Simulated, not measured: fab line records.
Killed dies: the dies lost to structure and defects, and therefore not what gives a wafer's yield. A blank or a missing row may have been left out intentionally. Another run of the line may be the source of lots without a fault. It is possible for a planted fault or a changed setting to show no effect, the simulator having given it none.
fab line records	flow sfqLine
record lots=7	wafers=21	lastDay=84
route steps=325 shown INCOMING@1 L0@3
lots that met no fault: from a run of the same line without faults
startH: hours from the record's opening day to when the first of the lot's shown wafers began	waitH: time in hours since the lot's previous step	" the same as in the row above	L1.1+2: a single row standing in for several wafers	- no value present, or no start provided	* or withheld: withheld	< > ~ a bound
route shown NAME@n: a module of which the file shows steps, and the number in the route of the first	usual: mean/standard deviation taken from wafers without a fault	same: alike in all rows	chamber/n: place in a boat	sites: the reading at each site	_std_site: their standard deviation	_edge_site: mean of outer sites minus mean of inner sites	radiusMm: for every site, how far away it sits from the centre of the wafer	mask NAME#n: copy n	behind: tool/chamber where the wafer was last shaped	hold: what put the lot on hold/how long, in hours/how the hold closed	device: names the non-switching transistor (n, p or np)	end of line: the same wafers' tests at the end of the route	step lacking rows: just its recipe	killed: at the first sort, the dies lost to defects and structure; wafer yield is something else	map: a wafer's dies, x killed, . not, _ none there
set.NAME: the setting the step ran with; set.NAME@STEP: the setting that earlier step ran with	model.NAME: the simulator's own value behind a step, which no gauge read
lots at some steps of the route; a table a step, a row a wafer
services: when a tool's chamber went out of use (startH, in hours from the record's first day, below 0 if earlier), for how many hours, and the reason
## steps
# step SFQ_INCOMING_BOW_MEAS_900
# recipe mode=bow
# usual INCOMING_BOW=0/7
lot.wafer	tool	chamber	startH	waitH	INCOMING_BOW[um]
L976.3	filmMetro-01	-	15.04	-	0
L976.5	"	-	"	"	-3
L976.6	"	-	"	"	9
L977.3	filmMetro-04	-	20.04	-	-6
L977.4	"	-	"	"	5
L977.6	"	-	"	"	6
L984.1	filmMetro-01	-	55.00	-	-2
L984.2	"	-	"	"	-11
L984.4	"	-	"	"	-10
L985.1	filmMetro-04	-	60.00	-	18
L985.3	"	-	"	"	-1
L985.4	"	-	"	"	3
L986.1	filmMetro-04	-	65.00	-	1
L986.2	"	-	"	"	0
L986.3	"	-	"	"	-3
L991.2	filmMetro-01	-	90.02	-	-5
L991.4	"	-	"	"	6
L991.6	"	-	"	"	12
L998.2	filmMetro-03	-	125.02	-	-2
L998.3	"	-	"	"	-5
L998.6	"	-	"	"	5
# step SFQ_TRILAYER_INCOMING_OXIDATION_002
# recipe tempC=1000	ambient=H2O	targetThkA=5000	pH2oTorr=720	oxTimeS=4939
# step SFQ_TRILAYER_L0_DEP_SPUTTER_003
# recipe material=MoNx_KI	basePressurePa=1.33e-06	targetThkNm=40	powerW=800	timeS=100	chamberPressurePa=0.4188
# usual basePressurePa=1.33e-06/8.3e-08	cathodeDcPowerW=800.00/0.14	chamberPressurePa=0.4188/0.00078	throttleValvePct=30.7/1
lot.wafer	tool	chamber	startH	waitH	basePressurePa	cathodeDcPowerW	chamberPressurePa	throttleValvePct
L976.3	pvdSputter-03	-	17.49	0.0	1.22e-06	800.11	0.4173	31.7
L976.5	"	-	"	"	1.3e-06	799.96	0.4201	30.4
L976.6	"	-	"	"	1.32e-06	800.05	0.4199	30.7
L977.3	pvdSputter-03	-	22.49	0.0	1.15e-06	799.90	0.4194	30.4
L977.4	"	-	"	"	1.14e-06	799.83	0.4180	31.6
L977.6	"	-	"	"	1.31e-06	799.82	0.4184	29.4
L984.1	pvdSputter-04	-	57.49	0.0	-	-	-	-
L984.2	"	-	"	"	-	-	-	-
L984.4	"	-	"	"	-	-	-	-
L985.1	pvdSputter-03	-	62.49	0.0	-	-	-	-
L985.3	"	-	"	"	-	-	-	-
L985.4	"	-	"	"	-	-	-	-
L986.1	pvdSputter-04	-	67.49	0.0	-	-	-	-
L986.2	"	-	"	"	-	-	-	-
L986.3	"	-	"	"	-	-	-	-
L991.2	pvdSputter-03	-	92.49	0.0	1.29e-06	800.09	0.4182	29.7
L991.4	"	-	"	"	1.35e-06	800.09	0.4184	31.8
L991.6	"	-	"	"	1.34e-06	800.17	0.4201	30.7
L998.2	pvdSputter-05	-	127.49	0.0	1.4e-06	800.15	0.4185	29.8
L998.3	"	-	"	"	1.3e-06	800.04	0.4188	29.6
L998.6	"	-	"	"	1.2e-06	799.94	0.4191	29.9
# step SFQ_L0_RS_MEAS_901
# recipe thkMeasGauge=four-point-probe	reads=MoNx_KI_of_TRILAYER_L0_DEP_SPUTTER_003
# usual L0_MONX_KI_RS=43.6/0.4
lot.wafer	tool	chamber	startH	waitH	L0_MONX_KI_RS[ohm/sq]
L976.3	filmMetro-04	-	17.60	0.1	43.4
L976.5	"	-	"	"	43.8
L976.6	"	-	"	"	44.1
L977.3	filmMetro-04	-	22.60	0.1	44.2
L977.4	"	-	"	"	43.9
L977.6	"	-	"	"	43.8
L984.1	filmMetro-04	-	57.56	0.0	-
L984.2	"	-	"	"	-
L984.4	"	-	"	"	-
L985.1	filmMetro-02	-	62.56	0.0	-
L985.3	"	-	"	"	-
L985.4	"	-	"	"	-
L986.1	filmMetro-02	-	67.56	0.0	-
L986.2	"	-	"	"	-
L986.3	"	-	"	"	-
L991.2	filmMetro-01	-	92.58	0.1	43.7
L991.4	"	-	"	"	43.6
L991.6	"	-	"	"	44.1
L998.2	filmMetro-04	-	127.58	0.1	43.6
L998.3	"	-	"	"	43.7
L998.6	"	-	"	"	43.7
# step SFQ_L0_THK_MEAS_902
# recipe thkMeasGauge=xrf	reads=MoNx_KI_of_TRILAYER_L0_DEP_SPUTTER_003
# usual L0_MONX_KI_THK=39.6/0.37
lot.wafer	tool	chamber	startH	waitH	L0_MONX_KI_THK[nm]
L976.3	filmMetro-04	-	17.70	0.1	39.9
L976.5	"	-	"	"	39.7
L976.6	"	-	"	"	39.2
L977.3	filmMetro-04	-	22.70	0.1	39.5
L977.4	"	-	"	"	39.4
L977.6	"	-	"	"	39.3
L984.1	filmMetro-04	-	57.68	0.1	<0.0
L984.2	"	-	"	"	<0.0
L984.4	"	-	"	"	<0.0
L985.1	filmMetro-02	-	62.68	0.1	<0.0
L985.3	"	-	"	"	<0.0
L985.4	"	-	"	"	<0.0
L986.1	filmMetro-02	-	67.68	0.1	<0.0
L986.2	"	-	"	"	<0.0
L986.3	"	-	"	"	<0.0
L991.2	filmMetro-01	-	92.69	0.1	39.5
L991.4	"	-	"	"	39.4
L991.6	"	-	"	"	38.9
L998.2	filmMetro-04	-	127.69	0.1	39.8
L998.3	"	-	"	"	39.2
L998.6	"	-	"	"	39.4
# step SFQ_TRILAYER_L0_LITHO_COAT_010
# recipe resist=BARC	spinRpm=3000	resistThkNm=62
# step SFQ_TRILAYER_L0_LITHO_COAT_005
# recipe resist=KrF	spinRpm=3000	resistThkNm=600
# step SFQ_TRILAYER_L0_LITHO_SOFTBAKE_009
# recipe tempC=withheld	timeS=withheld	resist=KrF
# step SFQ_TRILAYER_L0_LITHO_EXPOSE_006
# recipe maskId=L0	na=0.6	sourceShape=conventional	sigmaOuter=0.65	targetCdNm=2000	doseMj=14.4
# step SFQ_TRILAYER_L0_LITHO_PEB_008
# recipe pebTempC=115	pebTimeS=60	resist=KrF
# step SFQ_TRILAYER_L0_LITHO_DEVELOP_007
# recipe timeS=60	resist=KrF
# step SFQ_TRILAYER_L0_BARC_OPEN_METAL_ETCH_010
# recipe maskMaterial=PR	chemistry=O2	targetDepthNm=125	target=BARC	icpW=600	biasW=80	pressureMtorr=10	timeS=41.7
# usual drypumpMotorCurrentA=5.4/0.38	oesProductAu=0.685/0.0042
lot.wafer	tool	chamber	startH	waitH	drypumpMotorCurrentA	oesProductAu	rfHoursCounterH
L976.3	rieMetal-03	1	67.18	0.1	5.3	0.677	-
L976.5	"	0	"	"	5.5	0.684	-
L976.6	"	1	"	"	5.3	0.681	-
L977.3	rieMetal-03	0	74.38	0.1	5.5	0.680	-
L977.4	"	1	"	"	5.3	0.687	-
L977.6	"	0	"	"	5.5	0.687	-
L984.1	rieMetal-02	1	107.31	0.1	5.4	0.691	173
L984.2	"	0	"	"	4.7	0.694	174
L984.4	"	0	"	"	4.7	0.684	-
L985.1	rieMetal-04	0	110.91	0.1	6.2	0.676	3
L985.3	"	0	"	"	6.1	0.681	-
L985.4	"	1	"	"	5.7	0.692	-
L986.1	rieMetal-03	1	116.91	0.1	5.3	0.679	43
L986.2	"	0	"	"	5.5	0.682	117
L986.3	"	1	"	"	5.3	0.681	-
L991.2	rieMetal-03	0	142.22	0.1	5.5	0.692	121
L991.4	"	1	"	"	5.3	0.689	-
L991.6	"	0	"	"	5.5	0.686	-
L998.2	rieMetal-03	1	183.04	0.1	5.3	0.686	-
L998.3	"	1	"	"	5.3	0.681	-
L998.6	"	1	"	"	5.3	0.685	-
# step SFQ_TRILAYER_L0_ETCH_METAL_ETCH_008
# recipe target=MoNx_KI	stopOn=SiO2	maskMaterial=PR	chemistry=SF6/O2	targetDepthNm=50	icpW=582.9	biasW=80	pressureMtorr=10	timeS=25
# usual drypumpMotorCurrentA=5.4/0.37	oesProductAu=0.873/0.0062
lot.wafer	tool	chamber	startH	waitH	drypumpMotorCurrentA	oesProductAu	rfHoursCounterH
L976.3	rieMetal-03	1	67.23	0.0	5.3	0.876	-
L976.5	"	0	"	"	5.5	0.879	-
L976.6	"	1	"	"	5.3	0.870	-
L977.3	rieMetal-03	0	74.43	0.0	5.5	0.873	-
L977.4	"	1	"	"	5.3	0.867	-
L977.6	"	0	"	"	5.5	0.863	-
L984.1	rieMetal-02	1	107.37	0.0	5.4	0.977	173
L984.2	"	0	"	"	4.7	0.976	174
L984.4	"	0	"	"	4.7	0.972	-
L985.1	rieMetal-04	0	110.97	0.0	6.1	0.989	3
L985.3	"	0	"	"	6.1	0.987	-
L985.4	"	1	"	"	5.6	0.985	-
L986.1	rieMetal-03	1	116.97	0.0	5.3	0.981	43
L986.2	"	0	"	"	5.5	0.976	117
L986.3	"	1	"	"	5.3	0.991	-
L991.2	rieMetal-03	0	142.28	0.0	5.5	0.870	121
L991.4	"	1	"	"	5.2	0.859	-
L991.6	"	0	"	"	5.5	0.875	-
L998.2	rieMetal-03	1	183.15	0.1	5.3	0.873	-
L998.3	"	1	"	"	5.3	0.874	-
L998.6	"	1	"	"	5.3	0.871	-
# step SFQ_TRILAYER_L0_STRIP_STRIP_009
# recipe gas=O2	powerW=200	platenTempC=40	overashFraction=0.65	chemistry=O2	pressureMtorr=50
# usual drypumpMotorCurrentA=5.4/0.38	oesProductAu=1.004/0.0068	platenTempC=40.00/0.11
lot.wafer	tool	chamber	startH	waitH	drypumpMotorCurrentA	oesProductAu	platenTempC	rfHoursCounterH
L976.3	rieMetal-03	1	67.46	0.2	5.3	1.007	40.03	-
L976.5	"	0	"	"	5.5	1.003	40.03	-
L976.6	"	1	"	"	5.3	1.007	39.95	-
L977.3	rieMetal-03	0	74.66	0.2	5.5	1.008	40.03	-
L977.4	"	1	"	"	5.2	1.021	39.93	-
L977.6	"	0	"	"	5.5	1.002	40.02	-
L984.1	rieMetal-02	1	107.41	0.0	5.4	0.995	39.92	173
L984.2	"	0	"	"	4.7	1.003	40.01	174
L984.4	"	0	"	"	4.7	1.001	40.00	-
L985.1	rieMetal-04	0	111.01	0.0	6.1	1.002	40.14	3
L985.3	"	0	"	"	6.1	0.999	40.07	-
L985.4	"	1	"	"	5.7	0.997	40.05	-
L986.1	rieMetal-03	1	117.01	0.0	5.3	1.015	40.01	43
L986.2	"	0	"	"	5.5	1.007	39.98	117
L986.3	"	1	"	"	5.3	1.000	40.17	-
L991.2	rieMetal-03	0	142.32	0.0	5.5	1.007	39.92	121
L991.4	"	1	"	"	5.3	1.015	40.01	-
L991.6	"	0	"	"	5.5	1.002	40.13	-
L998.2	rieMetal-03	1	183.43	0.3	5.3	1.011	39.92	-
L998.3	"	1	"	"	5.3	1.003	39.92	-
L998.6	"	1	"	"	5.3	1.009	39.97	-
## services
tool	chamber	startH	hours	kind
pvdSputter-05	-	-4.10	76.7	repair
rieMetal-04	0	7.33	7.3	repair
pvdSputter-05	-	28.77	8.8	repair
pvdSputter-03	-	34.40	1.2	repair
pvdSputter-05	-	63.01	2.1	repair
rieMetal-03	0	70.39	1.2	repair
pvdSputter-05	2	72.59	-	consumableReplace:kit
pvdSputter-05	2	72.59	18.0	scheduledDown
pvdSputter-05	2	72.59	18.0	ventCycle
rieMetal-04	0	81.82	-	clean
rieMetal-04	0	81.82	-	consumableReplace:focusRing
rieMetal-04	0	81.82	15.1	scheduledDown
rieMetal-04	0	81.82	15.1	ventCycle
pvdSputter-05	-	96.12	7.9	repair
pvdSputter-03	3	100.30	-	consumableReplace:kit
pvdSputter-03	3	100.30	18.0	scheduledDown
pvdSputter-03	3	100.30	18.0	ventCycle
rieMetal-04	-	101.61	0.8	repair
rieMetal-04	-	113.24	1.4	pm
pvdSputter-04	-	114.95	25.3	repair
rieMetal-02	1	161.31	9.9	repair
rieMetal-03	0	176.64	8.9	repair
## key
firstSign step=SFQ_TRILAYER_L0_DEP_SPUTTER_003	reading=toolRecord	direction=missing
effect step=SFQ_L0_RS_MEAS_901	reading=L0_MONX_KI_RS	direction=missing
effect step=SFQ_L0_THK_MEAS_902	reading=L0_MONX_KI_THK	direction=down	sigmas=99+	usual=39.6	struck=<0.0
effect step=SFQ_TRILAYER_L0_ETCH_METAL_ETCH_008	reading=oesProductAu	direction=up	sigmas=18	usual=0.873	struck=0.981
metAt SFQ_TRILAYER_L0_DEP_SPUTTER_003
struckWafers L984.1,L984.2,L984.4,L985.1,L985.3,L985.4,L986.1,L986.2,L986.3
onsetBetween 22.49 57.49
fault kind=skippedStepWhole	tool=pvdSputter-03,pvdSputter-04	chamber=-	onsetH=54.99	steps=SFQ_TRILAYER_L0_DEP_SPUTTER_003	scope=struckLotsOnly
